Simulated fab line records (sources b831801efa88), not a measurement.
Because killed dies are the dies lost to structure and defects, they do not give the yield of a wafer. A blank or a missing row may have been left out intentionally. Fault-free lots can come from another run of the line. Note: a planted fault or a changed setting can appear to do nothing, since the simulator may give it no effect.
A sampling plan put to the test :: flow sky130 :: each of the 2 faults these records tell of, on one fab line, judged from the records of the lots it struck
Plan = the line's own looks (route steps where a gauge or an inspection reads the wafer without altering it). Where struck wafers have a number at a look and the file lists that look's usual mean and standard deviation on fault-free wafers, the look can be judged. Caught: the struck wafers' mean, at a look after the fault's first step, is 4 or more of those standard deviations (sigma) away from the usual mean. On the tool: the same test on the tool's own readings at the fault's steps. It also counts as caught if the struck wafers ran another recipe or if their record alone is blank.

== THE FAULTS, as the simulator had put them in ==
1. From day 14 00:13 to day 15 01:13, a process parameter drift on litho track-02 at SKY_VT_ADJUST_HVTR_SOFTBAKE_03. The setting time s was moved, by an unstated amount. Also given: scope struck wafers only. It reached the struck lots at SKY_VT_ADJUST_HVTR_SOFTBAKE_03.
2. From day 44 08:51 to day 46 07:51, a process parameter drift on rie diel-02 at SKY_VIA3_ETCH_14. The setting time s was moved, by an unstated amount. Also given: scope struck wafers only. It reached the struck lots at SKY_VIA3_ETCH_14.

== WHAT THE PLAN SAW ==
fault: 1
on the tool itself: run length s -53 sigma
first look that catches it: no look after it can be judged
reading, sigma: -
median hours from its first step to that look: -
hours from the fault's start to the first struck lot there: -
judged looks passed uncaught: 0

fault: 2
on the tool itself: run length s +8.2 sigma
first look that catches it: not the one look that can be judged after it
reading, sigma: -
median hours from its first step to that look: -
hours from the fault's start to the first struck lot there: -
judged looks passed uncaught: 1
A dash: this means the fault isn't caught or the number doesn't appear in these records.

Caught at a look: 0 of 2. Caught on the tool: 2 of 2. By one or the other: 2 of 2.
Faults caught by the tool alone: 1, 2.
